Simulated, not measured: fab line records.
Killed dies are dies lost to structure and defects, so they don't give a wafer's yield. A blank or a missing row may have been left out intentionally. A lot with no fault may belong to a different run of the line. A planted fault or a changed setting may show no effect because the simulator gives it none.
Chamber matching	flow sky130	SKY_VIA3_CMP_02 on cmp-01: 4 sister chambers
The step polishes SiO2. 16 wafers are shown with their chamber, then 8 later ones without.

EACH WAFER AND ITS CHAMBER
wafer	chamber	motor current A (A)	head pressure psi (psi)
L817.1	1	12.8	3.999
L817.3	3	11.8	4.005
L817.5	3	11.8	4.009
L818.1	3	11.3	4.004
L818.2	1	12.5	4.019
L818.5	2	10.8	3.995
L820.4	1	12.2	4.002
L820.5	3	11.6	4.000
L820.6	2	11.3	3.970
L819.2	0	12.6	4.003
L819.4	1	12.4	4.007
L819.6	3	11.6	3.993
L822.1	2	11.0	4.006
L822.2	3	11.2	4.001
L822.6	3	11.5	4.005
L832.1	3	11.9	3.981

SIGNATURES (averages over the wafers above)
reading	chamber 0	chamber 1	chamber 2	chamber 3	scatter within a chamber
motor current A	12.600	12.475	11.033	11.588	0.249
head pressure psi	4.00300	4.00675	3.99033	3.99975	0.0111
Rule: a wafer lies at a distance from a chamber equal to the root of the sum of squares, over the readings, of (its reading less the chamber's mean, divided by the reading's scatter). The wafer belongs to the nearest chamber; if the next one is less than 2 further off, it can't be placed. The scatter: take each reading less its chamber's mean, square it, sum over the shown wafers, divide by the number of wafers less the number of chambers, and take the root.

WAFERS WITH NO CHAMBER GIVEN
wafer	motor current A (A)	head pressure psi (psi)
L832.3	11.0	4.012
L832.5	12.2	4.002
L833.2	12.5	3.995
L833.5	10.8	3.991
L833.6	11.8	4.008
L838.1	11.2	4.002
L838.2	13.0	4.001
L838.6	11.8	4.005

EACH ONE'S CHAMBER
wafer	from the rows above	in truth
L832.3	can't be placed: 2 or 3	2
L832.5	can't be placed: 1 or 0 or 3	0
L833.2	can't be placed: 0 or 1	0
L833.5	2	2
L833.6	can't be placed: 3 or 1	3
L838.1	can't be placed: 2 or 3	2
L838.2	can't be placed: 0 or 1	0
L838.6	can't be placed: 3 or 1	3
Placed correctly: 1 of 8. Cannot be placed on the basis of these rows: 7; the candidates contain the true chamber in 7. Number placed wrongly: 0.
